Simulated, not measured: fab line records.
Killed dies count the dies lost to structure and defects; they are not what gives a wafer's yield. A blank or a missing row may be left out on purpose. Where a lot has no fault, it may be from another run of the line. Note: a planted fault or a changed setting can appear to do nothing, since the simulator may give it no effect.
Problem report, 8D (eight disciplines) form, completed by code -- flow sky130 -- the parts of the form that need people (team, actions taken, sign-off) are left out

== 1. WHAT IS WRONG ==
At SKY_CONTACT_CMP_27, overpolish-run-s averages 0.034 s over 3 wafers from 3 lots, while fault-free wafers read 15.000 s, standard deviation 0.0085. So: -99 or more standard deviations from the usual mean.
The step: polishes, stops on SiO2, t overpolish 15 s, target thk 0 nm.
First seen on wafer L568.1, day 36 18:49, on cmp-01. The record has a number at this step for 39 wafers belonging to 14 lots. Rule for "out" (also "out of limits"): further than 4 standard deviations from the usual mean. All remaining wafers that have a number are taken as sound.

== 2. WHAT IT IS AND WHAT IT IS NOT ==
question,is,is not
which readings at this step,"overpolish-run-s, time-to-endpoint-s",slurry-flow-ml-min
which lots,"L567, L568, L569","L553, L554, L555, L556, L557, L558, L559, L560, L561, L562, L572"
which wafers of those lots,"L567.1, L568.1, L569.3","L567.6, L568.6, L569.6"
read on which tools,cmp-01,cmp-02
when,from day 36 18:49,"up to then (31 sound wafers); but 5 sound wafers of L567, L569, L572 came after"

== 3. THE SUSPECTS, EACH WITH WHAT RULES IT OUT ==
Counting: a tool at a process step up to the reading stays a suspect if it ran every lot that is out. Sound lots after the first of them don't rule it out here, since some wafers of a struck lot are sound.
- pvd-sputter-02 at SKY_CONTACT_SPUTTER_23 (material TiN, target thk 20 nm, time 80 s): kept. Ran every lot that is out, first one L568 (day 36 18:19); last sound lot up to then L562 (day 35 11:34).
- cmp-01 at SKY_CONTACT_CMP_27 (polishes, stops on SiO2, t overpolish 15 s, target thk 0 nm): kept. Ran every lot that is out, first one L568 (day 36 18:49); last sound lot up to then L561 (day 34 23:51). Its own readings are out on those wafers: overpolish-run-s, time-to-endpoint-s.
The count leaves cmp-01 at SKY_CONTACT_CMP_27 and pvd-sputter-02 at SKY_CONTACT_SPUTTER_23.

== 4. THE CAUSE (what the simulator had put in) ==
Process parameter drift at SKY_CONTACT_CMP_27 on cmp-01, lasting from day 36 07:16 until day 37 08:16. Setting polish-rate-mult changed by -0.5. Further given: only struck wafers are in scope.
Of the 2 suspects that counting leaves, this tool is one.

== 5. THE CHAIN OF EFFECTS, in route order ==
Each row: a reading where the mean over the struck wafers with a number is more than 3 standard deviations away from the usual. Scope: only readings with a usual standard deviation given in the record; hours: median across lots of the time from each lot's start at the first step in this table that gives one to its start at this step; sigmas: change in usual standard deviations.
hours,step,reading,usual,on struck wafers,change,sigmas
0,SKY_CONTACT_CMP_27,overpolish-run-s,15.000 s,0.034,-14.966,-99 or more
0,SKY_CONTACT_CMP_27,time-to-endpoint-s,82 s,128,+46,+9.0
308,SKY_PAD_OPEN_PROBE_99,killed-at-contacts,25,422,+397,+75
308,SKY_PAD_OPEN_PROBE_99,killed-dies,87,492,+405,+40
308,SKY_PAD_OPEN_PROBE_99,killed-on-rim,17,96,+79,+20
It contains these process steps:
- SKY_CONTACT_CMP_27: polishes, stops on SiO2, t overpolish 15 s, target thk 0 nm.
- SKY_PAD_OPEN_PROBE_99

== 6. HOW IT WOULD HAVE BEEN CAUGHT EARLIER ==
In this record no reading fell out of limits until day 36 18:49, 12 hours after the fault had begun at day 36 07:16.
